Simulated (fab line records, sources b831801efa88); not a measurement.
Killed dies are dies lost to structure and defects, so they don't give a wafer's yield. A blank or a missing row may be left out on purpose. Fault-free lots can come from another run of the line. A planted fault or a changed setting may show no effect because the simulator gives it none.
The tool behind it: which one? | flow sky130 | Sampling: 6 lots, 18 wafers, 3 of 708 route steps

## WHAT THE GAUGES READ, wafer by wafer
SKY_SD_N_CD_MEAS_07: the cd target is 380 nm.
lot  | measured     | on        | cd_nm (nm)
L778 | day 27 20:18 | cd_sem-02 | 380.6 383.0 383.9
L781 | day 29 01:23 | cd_sem-01 | 336.2 334.8 333.4
L789 | day 31 17:26 | cd_sem-01 | 379.3 380.2 380.7
L792 | day 32 19:26 | cd_sem-02 | 374.2 370.6 376.1
L796 | day 34 15:50 | cd_sem-01 | 380.1 381.1 382.0
L799 | day 35 06:31 | cd_sem-01 | 380.2 379.8 380.0

## WHAT TOOL EACH LOT RAN ON (gives the tool, then ch and the chambers of the sampled wafers, and finally the start)
lot  | SKY_POLY_GATE_ETCH_16              | SKY_SD_N_EXPOSE_04
L778 | rie_diel-03 ch 1,2,3, day 16 07:44 | iline_stepper-02 ch 0, day 27 06:06
L781 | rie_diel-01 ch 0,1,3, day 17 14:11 | iline_stepper-02 ch 0, day 28 11:22
L789 | rie_diel-04 ch 0,1,2, day 20 13:05 | iline_stepper-01 ch 0, day 31 04:01
L792 | rie_diel-03 ch 0,2, day 21 19:41   | iline_stepper-02 ch 0, day 32 06:23
L796 | rie_diel-01 ch 0,1, day 23 18:23   | iline_stepper-01 ch 0, day 34 03:34
L799 | rie_diel-03 ch 0,1, day 24 12:51   | iline_stepper-02 ch 0, day 34 17:22
- SKY_POLY_GATE_ETCH_16: etches Si3N4 in CH3F/O2, stops on poly-Si, time 147.5 s, target depth 75 nm.
- SKY_SD_N_EXPOSE_04: exposes mask NSDM, target cd 380 nm.

## THE ANSWER, worked out from the rows above alone
Rule: usual is defined by the lots themselves. Put in order of their means at a reading, lots are off if they are a third of the lots or fewer, leave a main group of 4 or more, and stand apart from it by a gap of 3 or more times the standard deviation of the main group's means; of several such gaps the widest counts. The tables above print the reading to a certain number of digits; a main group whose means all agree to those digits is not used. Also off: a lot with no number at a reading for which 4 or more lots have one. All remaining lots with rows at the step are treated as sound.
Off, at SKY_SD_N_CD_MEAS_07 on cd_nm: L781. Main group: mean 379.5 nm, sd 3.
A tool fits if, at a process step before that reading, it ran every lot that is off, and no sound lot after the first of them. The gauges at SKY_SD_N_CD_MEAS_07 are tried like those tools. None of those tried fits.

## WHAT THE SIMULATOR HAD PUT IN
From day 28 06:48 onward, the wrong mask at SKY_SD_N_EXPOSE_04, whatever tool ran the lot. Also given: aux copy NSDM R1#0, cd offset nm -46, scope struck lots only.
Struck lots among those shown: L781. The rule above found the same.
